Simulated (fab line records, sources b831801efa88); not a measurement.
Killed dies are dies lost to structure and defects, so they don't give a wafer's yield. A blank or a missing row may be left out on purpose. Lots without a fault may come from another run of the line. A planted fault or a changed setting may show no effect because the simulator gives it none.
Problem report in the 8D (eight disciplines) form, filled by code | flow sky130 | the parts of the form that need people (team, actions taken, sign-off) are left out

1. THE PROBLEM
beam_energy_keV at SKY_LDD_LDN_IMPLANT_08 reads a mean of 18.554 on 9 wafers of 3 lots; wafers without a fault read 15.000 with a standard deviation of 0.0047. That is +99 or more standard deviations from the usual mean.
First seen on wafer L940.3, day 28 17:46, on implanter-01. The record holds 21 wafers of 7 lots with a number at this step. Rule for "out", or "out of limits": more than 4 standard deviations from the usual mean. The other wafers with a number count as sound.

2. WHAT IT IS AND WHAT IT IS NOT
question                    | is                     | is not
which readings at this step | beam_energy_keV        | -
which lots                  | L940, L941, L942       | L929, L930, L946, L947
which wafers of those lots  | all that have a number | -
read on which tools         | implanter-01           | implanter-03, implanter-04
when                        | from day 28 17:46      | up to then (6 sound wafers); but 6 sound wafers of L946, L947 came after

3. SUSPECTS, AND WHAT RULES EACH OUT
Counting: a tool at a process step up to the reading stays a suspect if it ran every lot that is out and no sound lot after the first of them.
- implanter-01 at SKY_LDD_LDN_IMPLANT_08: kept. It ran every lot that is out, first L940 (day 28 17:46), and no sound lot after that; its last sound lot up to then is L930 (day 25 11:43). Its own readings are out on those wafers: beam_energy_keV.
Left after counting: implanter-01 at SKY_LDD_LDN_IMPLANT_08.

4. THE CAUSE (what the simulator had put in)
Process parameter drift: implanter-01, from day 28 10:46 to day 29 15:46, at SKY_LDD_LDN_IMPLANT_08. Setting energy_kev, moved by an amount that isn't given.
Counting left only this tool.

5. THE CHAIN OF EFFECTS, in route order
Each row: a reading whose mean over the struck wafers that have a number lies more than 3 standard deviations from the usual. Only readings for which the record gives a usual standard deviation are gone through. hours: the time from each lot's start at the first step in this table that gives one to its start at this step, as a median over the lots. sigmas: the change in usual standard deviations.
hours | step                   | reading         | usual  | on struck wafers | change | sigmas
0     | SKY_LDD_LDN_IMPLANT_08 | beam_energy_keV | 15.000 | 18.554           | +3.554 | +99 or more
The process steps in it:
- SKY_LDD_LDN_IMPLANT_08

6. WHAT WOULD HAVE CAUGHT IT SOONER
In this record the first reading out of limits was taken at day 28 17:46, 7 hours after the fault began at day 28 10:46.
